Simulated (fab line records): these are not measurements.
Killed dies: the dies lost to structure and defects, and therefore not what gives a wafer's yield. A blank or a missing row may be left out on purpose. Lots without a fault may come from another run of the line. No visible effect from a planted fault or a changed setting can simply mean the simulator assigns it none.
What tool caused it?	flow sky130	11 lots with 33 wafers sampled at 6 steps, on a route of 708 steps

WHAT EACH GAUGE READ, for each wafer
SKY_VIA2_THK_MEAS_23: measures by xrf. Usual: VIA2_W_THK typically reads 414 nm, with standard deviation 7.3.
lot	measured	on	VIA2_W_THK (nm)	flag
L920	day 36 02:20	film_metro-01	411 410 412	
L922	day 36 23:38	film_metro-02	416 410 413	
L924	day 37 19:55	film_metro-01	417 414 420	
L925	day 38 00:40	film_metro-01	421 418 422	
L926	day 38 02:41	film_metro-04	406 394 402	
L927	day 38 09:55	film_metro-04	414 415 403	
L928	day 38 17:05	film_metro-01	421 425 413	
L929	day 39 02:23	film_metro-04	415 402 411	
L930	day 39 09:55	film_metro-04	409 408 413	
L931	day 39 17:51	film_metro-04	412 419 418	
L942	day 42 19:01	film_metro-01	426 412 423	

SKY_CAPM_RS_MEAS_03: measurement is done with a four-point probe. Usual: CAPM_TIN_RS typically reads 6.89 ohm/sq, with standard deviation 0.079.
lot	measured	on	CAPM_TIN_RS (ohm/sq)	flag
L920	day 36 03:03	film_metro-03	6.75 6.79 6.73	
L922	day 37 00:21	film_metro-03	6.89 6.87 6.89	
L924	day 37 20:41	film_metro-03	6.96 6.91 6.72	
L925	day 38 01:22	film_metro-01	7.03 6.94 7.00	
L926	day 38 03:23	film_metro-03	6.88 6.82 6.87	
L927	day 38 10:51	film_metro-01	6.86 6.78 6.98	
L928	day 38 17:48	film_metro-01	6.90 6.94 6.79	
L929	day 39 08:32	film_metro-04	6.88 6.90 6.82	
L930	day 39 10:38	film_metro-03	6.87 6.73 6.95	
L931	day 39 18:33	film_metro-03	6.71 6.65 6.90	
L942	day 42 19:45	film_metro-03	6.81 6.86 6.86	

SKY_CAPM_THK_MEAS_04: measures by xrf. Usual: CAPM_TIN_THK typically reads 203.3 nm, with standard deviation 2.3.
lot	measured	on	CAPM_TIN_THK (nm)	flag
L920	day 36 03:10	film_metro-03	206.1 207.0 207.7	
L922	day 37 00:28	film_metro-03	202.3 203.3 203.6	
L924	day 37 20:48	film_metro-03	201.8 203.2 208.5	
L925	day 38 01:29	film_metro-01	200.1 202.1 201.8	
L926	day 38 03:31	film_metro-03	202.4 205.3 204.5	
L927	day 38 10:58	film_metro-01	204.8 208.0 201.2	
L928	day 38 17:55	film_metro-01	203.0 202.5 206.5	
L929	day 39 08:39	film_metro-04	204.0 203.4 205.5	
L930	day 39 10:45	film_metro-03	203.9 208.8 201.5	
L931	day 39 18:40	film_metro-03	208.8 209.9 203.5	
L942	day 42 19:51	film_metro-03	205.0 204.6 202.9	

SKY_METAL3_CD_MEAS_13: target cd 300 nm. Usual: cd_nm 300.4 nm, standard deviation 1.5.
lot	measured	on	cd_nm (nm)	flag
L920	day 38 07:31	cd_sem-02	300.9 299.8 300.8	
L922	day 39 03:41	cd_sem-02	297.5 297.4 297.3	
L924	day 39 23:37	cd_sem-02	301.3 300.6 301.1	
L925	day 40 03:37	cd_sem-02	299.7 298.2 299.4	
L926	day 40 05:25	cd_sem-02	301.3 299.9 302.2	
L927	day 40 13:01	cd_sem-02	302.7 301.2 302.6	
L928	day 40 19:43	cd_sem-01	302.7 301.6 300.2	
L929	day 41 10:13	cd_sem-01	301.0 301.5 301.0	
L930	day 41 12:26	cd_sem-02	299.3 299.1 298.7	
L931	day 41 19:01	cd_sem-02	299.2 299.6 298.1	
L942	day 44 17:33	cd_sem-02	301.7 301.6 301.5	

WHAT TOOL EACH LOT RAN ON (gives the tool, then ch and the chambers of the sampled wafers, and finally the start)
lot	SKY_METAL3_SPUTTER_02	SKY_CAPM_SPUTTER_02
L920	pvd_sputter-02, day 36 02:45	pvd_sputter-03, day 36 02:56
L922	pvd_sputter-01, day 37 00:03	pvd_sputter-04, day 37 00:14
L924	pvd_sputter-02, day 37 20:23	pvd_sputter-04, day 37 20:34
L925	pvd_sputter-04, day 38 01:04	pvd_sputter-01, day 38 01:15
L926	pvd_sputter-04, day 38 03:05	pvd_sputter-01, day 38 03:17
L927	pvd_sputter-02, day 38 10:33	pvd_sputter-04, day 38 10:44
L928	pvd_sputter-02, day 38 17:29	pvd_sputter-04, day 38 17:40
L929	pvd_sputter-04, day 39 03:01	pvd_sputter-03, day 39 08:25
L930	pvd_sputter-04, day 39 10:19	pvd_sputter-03, day 39 10:31
L931	pvd_sputter-02, day 39 18:16	pvd_sputter-03, day 39 18:27
L942	pvd_sputter-01, day 42 19:25	pvd_sputter-04, day 42 19:36
- SKY_METAL3_SPUTTER_02: material AlCu, target thk 735 nm, time 39.1 s.
- SKY_CAPM_SPUTTER_02: material TiN, target thk 200 nm, time 166.7 s.

AS READ BY THE TOOLS THEMSELVES (means over the sampled wafers that have a number; for cases with no such wafer, the mark the record gives instead)
SKY_METAL3_SPUTTER_02. Usual: throttle_valve_pct 30.4 %, standard deviation 0.9.
lot	tool	throttle_valve_pct (%)	flag
L920	pvd_sputter-02	29.5	
L922	pvd_sputter-01	30.7	
L924	pvd_sputter-02	30.4	
L925	pvd_sputter-04	30.9	
L926	pvd_sputter-04	30.6	
L927	pvd_sputter-02	29.6	
L928	pvd_sputter-02	29.3	
L929	pvd_sputter-04	30.6	
L930	pvd_sputter-04	30.8	
L931	pvd_sputter-02	30.5	
L942	pvd_sputter-01	31.1	

SKY_CAPM_SPUTTER_02. Usual: throttle_valve_pct 30.1 %, standard deviation 1.1.
lot	tool	throttle_valve_pct (%)	flag
L920	pvd_sputter-03	29.2	
L922	pvd_sputter-04	31.0	
L924	pvd_sputter-04	30.7	
L925	pvd_sputter-01	30.6	
L926	pvd_sputter-01	30.4	
L927	pvd_sputter-04	30.7	
L928	pvd_sputter-04	30.7	
L929	pvd_sputter-03	29.0	
L930	pvd_sputter-03	28.9	
L931	pvd_sputter-03	29.0	
L942	pvd_sputter-04	30.7	

THE ANSWER, worked out from the rows above alone
Rule: take the mean of a lot's wafers that have a number; if it is more than 3 standard deviations from the usual mean, the lot is off. A lot without any number at a reading at which 4 lots or more have one is off too. Any other lot the step has rows for is counted as sound. The gauges are gone through in route order, then the tools' own readings, and for those a lot's mean is taken as printed above. The first step at which some lot is off is used, and at that step the reading that is off furthest; a lot without a number counts as furthest.
No lot is off on any of the readings shown, so nothing can be concluded from this.

WHAT WAS PUT IN BY THE SIMULATOR
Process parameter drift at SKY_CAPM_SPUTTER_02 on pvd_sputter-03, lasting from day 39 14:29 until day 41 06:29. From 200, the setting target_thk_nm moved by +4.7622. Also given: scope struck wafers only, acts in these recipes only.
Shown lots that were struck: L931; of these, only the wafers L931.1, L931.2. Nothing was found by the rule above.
